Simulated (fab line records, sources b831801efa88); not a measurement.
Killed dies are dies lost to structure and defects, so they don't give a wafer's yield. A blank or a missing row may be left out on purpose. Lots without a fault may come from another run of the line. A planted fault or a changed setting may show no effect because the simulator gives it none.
fab line records | flow sfq_line
record lots=14 wafers=41 last_day=83
route steps=325 shown L0V@24 I2@104 I3@135
lots that met no fault: from a run of the same line without faults
start_h: hours from the record's first day to the start of the lot's first wafer shown | wait_h: hours since the lot's step before | " the same as in the row above | L1.1+2: a row that stands for several wafers | - no value, or no start given | * or withheld: withheld | < > ~ a bound
route shown NAME@n: a module of which the file shows steps, and the number in the route of the first | usual: mean/standard deviation of fault-free wafers | same: alike in all rows | chamber/n: place in a boat | sites: the reading at each site | _std_site: their standard deviation | _edge_site: outer sites' mean less inner sites' | radius_mm: how far each site lies from the wafer's centre | mask NAME#n: copy n | behind: the tool/chamber that last shaped the wafer | hold: why the lot was held/for how many hours/how that ended | device: the transistor (n, p or np) that didn't switch | end of line: the same wafers' tests at the end of the route | a step without rows: its recipe alone | killed: dies lost to structure and defects at the first sort, not the wafer's yield | map: a wafer's dies, x killed, . not, _ none there
set.NAME: the setting as run; set.NAME@STEP: as run at that earlier step | model.NAME: the simulator's own value behind a step, which no gauge read
steps of the route over a sample of lots; a table a step, a row a wafer
services: from which hour (start_h, from the record's first day; less than 0 if before it) a tool's chamber was out of use, for how many hours, and why
## steps
# step SFQ_TRILAYER_L0_VIA_BARC_OPEN_VIA_ETCH_021
# recipe mask_material=PR chemistry=O2 target_depth_nm=125 target=BARC source_w=500 bias_w=80 pressure_mtorr=30 time_s=41.7
# usual chamber_pressure_mTorr=30.00/0.035 drypump_motor_current_A=5.9/0.32 oes_product_au=0.685/0.0043
# columns lot.wafer tool chamber start_h wait_h chamber_pressure_mTorr drypump_motor_current_A oes_product_au rf_hours_counter_h
L594.2 rie_diel-03 0 101.91 0.0 30.00 5.9 0.684 49
L594.4 " 3 " " 30.00 6.1 0.683 61
L594.5 " 3 " " 30.01 6.1 0.678 -
L595.3 rie_diel-02 2 109.11 0.0 29.99 5.3 0.686 35
L595.4 " 3 " " 29.96 6.5 0.690 103
L595.6 " 2 " " 29.97 5.3 0.696 -
L597.1 rie_diel-03 2 121.11 0.0 30.01 6.2 0.683 136
L597.3 " 1 " " 30.00 5.6 0.685 7
L597.4 " 3 " " 30.00 6.1 0.680 61
L598.2 rie_diel-01 0 125.93 0.0 30.00 6.0 0.682 135
L598.5 " 2 " " 30.02 5.5 0.682 -
L598.6 " 3 " " 29.99 5.7 0.681 -
L600.2 rie_diel-03 1 144.19 0.0 29.95 5.6 0.686 7
L600.3 " 2 " " 30.01 6.2 0.681 136
L600.4 " 1 " " 30.02 5.6 0.684 -
L601.4 rie_diel-03 2 150.94 0.0 29.97 6.2 0.684 136
L601.5 " 1 " " 30.01 5.6 0.692 -
L601.6 " 0 " " 29.81 6.0 0.687 -
L602.1 rie_diel-02 3 155.74 0.0 29.95 6.4 0.689 104
L602.2 " 0 " " 29.96 5.5 0.680 138
L602.4 " 2 " " 29.98 5.3 0.681 35
L603.2 rie_diel-03 3 164.14 0.0 30.02 6.1 0.689 62
L603.6 " 2 " " 30.02 6.2 0.684 -
L604.3 rie_diel-03 3 168.94 0.0 29.99 6.1 0.690 62
L604.4 " 0 " " 29.96 6.0 0.683 50
L604.5 " 1 " " 29.95 5.6 0.676 -
L605.2 rie_diel-01 1 174.94 0.0 30.03 5.6 0.687 140
L605.3 " 0 " " 29.96 6.0 0.680 136
L605.5 " 2 " " 29.96 5.6 0.689 -
L610.3 rie_diel-01 2 198.94 0.0 29.96 5.5 0.679 117
L610.4 " 0 " " 29.98 6.0 0.684 136
L610.6 " 2 " " 29.98 5.6 0.681 -
L614.3 rie_diel-03 2 228.74 0.0 30.00 6.2 0.683 137
L614.4 " 1 " " 30.00 5.6 0.682 8
L614.5 " 0 " " 30.03 6.0 0.676 -
L616.1 rie_diel-01 1 240.74 0.0 30.00 5.6 0.688 141
L616.5 " 1 " " 29.98 5.6 0.678 -
L616.6 " 2 " " 29.99 5.6 0.689 -
L617.1 rie_diel-02 2 243.59 0.0 30.04 5.3 0.680 37
L617.3 " 1 " " 30.01 6.0 0.684 1
L617.5 " 0 " " 29.99 5.6 0.678 -
# step SFQ_TRILAYER_I2_CMP_CMP_064
# recipe material=SiO2 down_force_psi=3 platen_rpm=60 pad_velocity_m_s=0.94248
# usual motor_current_A=9.6/0.74 slurry_filter_dp_kPa=13.48/0.12 time_to_endpoint_s=214/7
# columns lot.wafer tool chamber start_h wait_h motor_current_A slurry_filter_dp_kPa time_to_endpoint_s
L594.4 cmp-01 3 456.19 1.0 10.8 13.36 220
L594.2 " 1 457.19 2.1 9.1 13.37 218
L594.5 " 3 458.19 3.0 10.6 13.37 221
L595.4 cmp-01 1 467.47 2.0 9.9 13.63 209
L595.3 " 3 468.47 3.1 10.7 13.57 206
L595.6 " 1 469.47 4.0 10.2 13.52 207
L597.4 cmp-01 2 488.69 3.6 9.7 13.63 223
L597.3 " 3 " " 10.1 13.52 213
L597.1 " 1 490.19 5.1 9.9 13.59 227
L598.2 cmp-02 0 493.33 3.5 8.6 13.51 203
L598.6 " 2 494.33 4.4 9.0 13.49 215
L598.5 " 3 " " 8.7 13.34 212
L600.4 cmp-01 0 515.69 4.4 8.9 13.49 210
L600.2 " 1 " " 9.7 13.30 204
L600.3 " 3 517.19 5.9 10.9 13.68 204
L601.4 cmp-01 0 530.92 7.6 8.3 13.41 220
L601.6 " 0 532.92 9.6 8.9 13.51 212
L601.5 " 1 " " 10.0 13.35 221
L602.2 cmp-02 3 537.00 7.7 8.7 13.36 215
L602.4 " 0 " " 8.5 13.54 223
L602.1 " 1 " " 9.5 13.44 215
L603.2 cmp-02 3 555.00 8.9 8.4 13.48 202
L603.6 " 0 557.50 11.4 9.1 13.54 198
L604.3 cmp-02 1 561.00 6.5 9.6 13.57 187
L604.4 " 2 " " 8.8 13.43 190
L604.5 " 1 563.00 8.5 9.6 13.42 196
L605.3 cmp-01 0 581.40 15.0 8.9 13.68 220
L605.2 " 2 582.40 16.0 9.5 13.39 210
L605.5 " 3 " " 10.9 13.55 217
L610.4 cmp-01 0 614.40 13.7 9.1 13.57 213
L610.3 " 2 615.40 14.8 10.3 13.49 215
L610.6 " 3 " " 10.5 13.21 216
L614.3 cmp-01 0 653.40 16.8 9.0 13.62 220
L614.4 " 1 " " 9.8 13.56 227
L614.5 " 0 655.40 18.7 8.8 13.41 223
L616.1 cmp-01 3 794.84 0.0 10.5 13.64 217
L616.6 " 3 796.84 2.0 10.7 13.36 218
L616.5 " 0 " " 8.9 13.72 220
L617.1 cmp-01 3 808.91 4.7 10.7 13.68 212
L617.3 " 0 " " 9.2 13.65 218
L617.5 " 2 810.41 6.1 9.6 13.41 225
# step SFQ_TRILAYER_I2_METRO_MEASURE_065
# usual thk_nm=200.3/0.93
# columns lot.wafer tool chamber start_h wait_h thk_nm
L594.2 film_metro-01 - 459.51 0.3 199.4
L594.4 " - " " 200.2
L594.5 " - " " 200.2
L595.3 film_metro-03 - 470.99 0.5 198.2
L595.4 " - " " 200.8
L595.6 " - " " 199.9
L597.1 film_metro-03 - 491.81 0.1 200.4
L597.3 " - " " 201.0
L597.4 " - " " 199.8
L598.2 film_metro-01 - 495.65 0.3 199.8
L598.5 " - " " 200.2
L598.6 " - " " 198.4
L600.2 film_metro-01 - 519.01 0.3 199.0
L600.3 " - " " 199.5
L600.4 " - " " 200.0
L601.4 film_metro-03 - 534.64 0.6 200.8
L601.5 " - " " 199.9
L601.6 " - " " 200.3
L602.1 film_metro-04 - 540.12 0.1 201.2
L602.2 " - " " 201.7
L602.4 " - " " 201.9
L603.2 film_metro-03 - 558.32 0.3 221.4
L603.6 " - " " 221.6
L604.3 film_metro-01 - 564.52 0.5 219.9
L604.4 " - " " 219.4
L604.5 " - " " 220.1
L605.2 film_metro-03 - 584.22 0.3 200.4
L605.3 " - " " 200.7
L605.5 " - " " 200.8
L610.3 film_metro-03 - 617.42 0.5 200.8
L610.4 " - " " 200.8
L610.6 " - " " 200.8
L614.3 film_metro-03 - 656.42 0.5 202.4
L614.4 " - " " 201.0
L614.5 " - " " 201.8
L616.1 film_metro-01 - 797.96 0.1 200.6
L616.5 " - " " 200.1
L616.6 " - " " 199.2
L617.1 film_metro-01 - 811.03 0.1 200.6
L617.3 " - " " 201.1
L617.5 " - " " 200.0
# step SFQ_TRILAYER_I2_VIA_ETCH_VIA_ETCH_070
# recipe target=SiO2 stop_on=Nb mask_material=PR taper_deg=20 chemistry=CHF3 target_depth_nm=260 source_w=500 bias_w=80 pressure_mtorr=30 time_s=withheld
# usual chamber_pressure_mTorr=30.001/0.028 drypump_motor_current_A=5.9/0.31 oes_product_au=0.856/0.005
# columns lot.wafer tool chamber start_h wait_h chamber_pressure_mTorr drypump_motor_current_A oes_product_au
L594.2 rie_diel-03 0 609.90 0.0 30.035 5.9 0.857
L594.4 " 2 " " 30.001 6.2 0.851
L594.5 " 2 " " 30.008 6.2 0.856
L595.3 rie_diel-02 3 624.47 0.0 30.048 6.4 0.847
L595.4 " 2 " " 29.972 5.3 0.851
L595.6 " 2 " " 30.022 5.3 0.859
L597.1 rie_diel-02 1 643.67 0.0 30.026 6.0 0.863
L597.3 " 3 " " 30.018 6.5 0.855
L597.4 " 2 " " 30.021 5.3 0.859
L598.2 rie_diel-03 1 649.49 0.0 30.016 5.6 0.849
L598.5 " 3 " " 29.977 6.1 0.857
L598.6 " 0 " " 30.035 6.0 0.849
L600.2 rie_diel-03 1 674.82 0.0 30.018 5.6 0.858
L600.3 " 2 " " 30.036 6.2 0.858
L600.4 " 0 " " 30.024 6.0 0.851
L601.4 rie_diel-02 3 686.82 0.0 29.969 6.4 0.862
L601.5 " 3 " " 29.961 6.4 0.853
L601.6 " 0 " " 29.990 5.6 0.856
L602.1 rie_diel-03 0 695.22 0.0 29.996 5.9 0.861
L602.2 " 1 " " 29.987 5.6 0.853
L602.4 " 2 " " 29.995 6.2 0.857
L603.2 rie_diel-04 3 711.55 0.0 29.993 5.9 0.900
L603.6 " 0 " " 29.961 5.5 0.905
L604.3 rie_diel-03 3 717.55 0.0 30.014 6.1 0.899
L604.4 " 3 " " 30.022 6.1 0.894
L604.5 " 1 " " 29.986 5.6 0.899
L605.2 rie_diel-03 3 734.35 0.0 30.022 6.1 0.859
L605.3 " 1 " " 29.999 5.6 0.857
L605.5 " 1 " " 30.006 5.6 0.856
L610.3 rie_diel-02 1 763.27 0.0 29.983 5.9 0.850
L610.4 " 3 " " 29.914 6.4 0.856
L610.6 " 2 " " 30.018 5.3 0.861
L614.3 rie_diel-02 0 799.40 0.0 30.027 5.6 0.863
L614.4 " 3 " " 29.984 6.5 0.856
L614.5 " 1 " " 30.004 6.0 0.855
L616.1 rie_diel-03 1 814.67 0.0 30.021 5.6 0.850
L616.5 " 0 " " 29.970 6.0 0.849
L616.6 " 1 " " 29.991 5.6 0.860
L617.1 rie_diel-04 3 815.87 0.0 30.032 5.9 0.851
L617.3 " 0 " " 30.021 5.5 0.858
L617.5 " 3 " " 29.991 5.9 0.847
# step SFQ_I3_BOW_MEAS_922
# recipe mode=bow
# usual I3_BOW=3/8.8
# columns lot.wafer tool chamber start_h wait_h I3_BOW[um]
L594.2 film_metro-02 - 637.02 1.5 13
L594.4 " - " " -1
L594.5 " - " " 4
L595.3 film_metro-03 - 646.94 1.0 8
L595.4 " - " " 12
L595.6 " - " " 8
L597.1 film_metro-01 - 790.07 2.5 -9
L597.3 " - " " 12
L597.4 " - " " 17
L598.2 film_metro-03 - 796.09 1.0 3
L598.5 " - " " -8
L598.6 " - " " -2
L600.2 film_metro-01 - 828.93 1.0 8
L600.3 " - " " 0
L600.4 " - " " -3
L601.4 film_metro-01 - 840.41 2.1 7
L601.5 " - " " 0
L601.6 " - " " -3
L602.1 film_metro-03 - 852.02 2.0 5
L602.2 " - " " -8
L602.4 " - " " 4
L603.2 film_metro-03 - 876.04 1.0 -10
L603.6 " - " " 0
L604.3 film_metro-01 - 880.60 1.5 -2
L604.4 " - " " 10
L604.5 " - " " 7
L605.2 film_metro-01 - 896.61 2.5 7
L605.3 " - " " -7
L605.5 " - " " -1
L610.3 film_metro-03 - 928.06 2.0 -13
L610.4 " - " " -16
L610.6 " - " " 6
L614.3 film_metro-03 - 967.06 1.5 8
L614.4 " - " " 7
L614.5 " - " " 9
L616.1 film_metro-01 - 973.70 2.5 10
L616.5 " - " " -4
L616.6 " - " " -6
L617.1 film_metro-02 - 979.02 2.0 -11
L617.3 " - " " -10
L617.5 " - " " 3
# step SFQ_TRILAYER_I3_METRO_MEASURE_083
# usual thk_nm=200.1/1
# columns lot.wafer tool chamber start_h wait_h thk_nm
L594.2 film_metro-02 - 637.32 0.3 199.1
L594.4 " - " " 198.6
L594.5 " - " " 200.2
L595.3 film_metro-03 - 647.42 0.5 200.3
L595.4 " - " " 199.5
L595.6 " - " " 200.9
L597.1 film_metro-01 - 790.19 0.1 200.7
L597.3 " - " " 199.0
L597.4 " - " " 201.0
L598.2 film_metro-03 - 796.39 0.3 200.2
L598.5 " - " " 198.9
L598.6 " - " " 199.2
L600.2 film_metro-01 - 829.23 0.3 199.6
L600.3 " - " " 200.0
L600.4 " - " " 199.6
L601.4 film_metro-01 - 841.07 0.6 199.2
L601.5 " - " " 201.3
L601.6 " - " " 199.5
L602.1 film_metro-03 - 852.14 0.1 199.4
L602.2 " - " " 200.2
L602.4 " - " " 200.5
L603.2 film_metro-03 - 876.34 0.3 199.4
L603.6 " - " " 201.0
L604.3 film_metro-01 - 881.08 0.5 201.8
L604.4 " - " " 201.3
L604.5 " - " " 200.0
L605.2 film_metro-01 - 896.91 0.3 200.2
L605.3 " - " " 201.6
L605.5 " - " " 200.5
L610.3 film_metro-03 - 928.54 0.5 198.3
L610.4 " - " " 198.2
L610.6 " - " " 199.1
L614.3 film_metro-03 - 967.54 0.5 199.5
L614.4 " - " " 201.1
L614.5 " - " " 200.5
L616.1 film_metro-01 - 973.82 0.1 201.2
L616.5 " - " " 200.0
L616.6 " - " " 201.1
L617.1 film_metro-02 - 979.14 0.1 200.5
L617.3 " - " " 200.3
L617.5 " - " " 200.5
## services
# columns tool chamber start_h hours kind
film_metro-03 - 122.96 0.3 pm
rie_diel-03 0 131.44 16.1 repair
film_metro-03 - 139.00 1.1 pm
film_metro-03 - 179.60 4.2 repair
film_metro-03 - 183.95 1.1 pm
rie_diel-03 - 191.62 2.8 pm
rie_diel-03 - 235.72 0.7 repair
film_metro-03 - 245.78 1.9 pm
rie_diel-03 3 248.82 3.4 repair
rie_diel-03 0 263.73 13.0 repair
film_metro-03 - 281.39 1.1 pm
film_metro-03 - 368.10 0.7 pm
rie_diel-03 1 383.29 2.8 repair
film_metro-03 - 384.00 0.9 pm
rie_diel-03 - 408.24 1.1 repair
rie_diel-03 1 422.42 9.0 repair
rie_diel-03 0 442.98 7.7 repair
film_metro-03 - 526.39 0.4 pm
rie_diel-03 1 590.98 8.8 repair
rie_diel-03 - 774.59 0.4 repair
rie_diel-03 0 796.99 2.9 repair
rie_diel-03 0 905.12 4.2 repair
rie_diel-03 - 911.32 2.1 repair
rie_diel-03 3 955.55 6.5 repair
## key
first_sign step=SFQ_TRILAYER_I2_CMP_CMP_064 reading=time_to_endpoint_s direction=down sigmas=2.8 usual=* struck=* wafers_moved=3
effect step=SFQ_TRILAYER_I2_METRO_MEASURE_065 reading=thk_nm direction=up sigmas=22 usual=200.3 struck=220.5
effect step=SFQ_TRILAYER_I2_VIA_ETCH_VIA_ETCH_070 reading=oes_product_au direction=up sigmas=8.8 usual=0.856 struck=0.899
met_at SFQ_TRILAYER_I2_CMP_CMP_064
struck_lots L603,L604
not_acting_at SFQ_TRILAYER_L0_VIA_BARC_OPEN_VIA_ETCH_021,SFQ_I3_BOW_MEAS_922,SFQ_TRILAYER_I3_METRO_MEASURE_083
fault kind=process_parameter_drift tool=cmp-02 chamber=- onset_h=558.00 steps=SFQ_TRILAYER_I2_CMP_CMP_064 channel=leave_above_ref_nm offset=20 shape=step end_h=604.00 acts_in=these_recipes_only stated=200
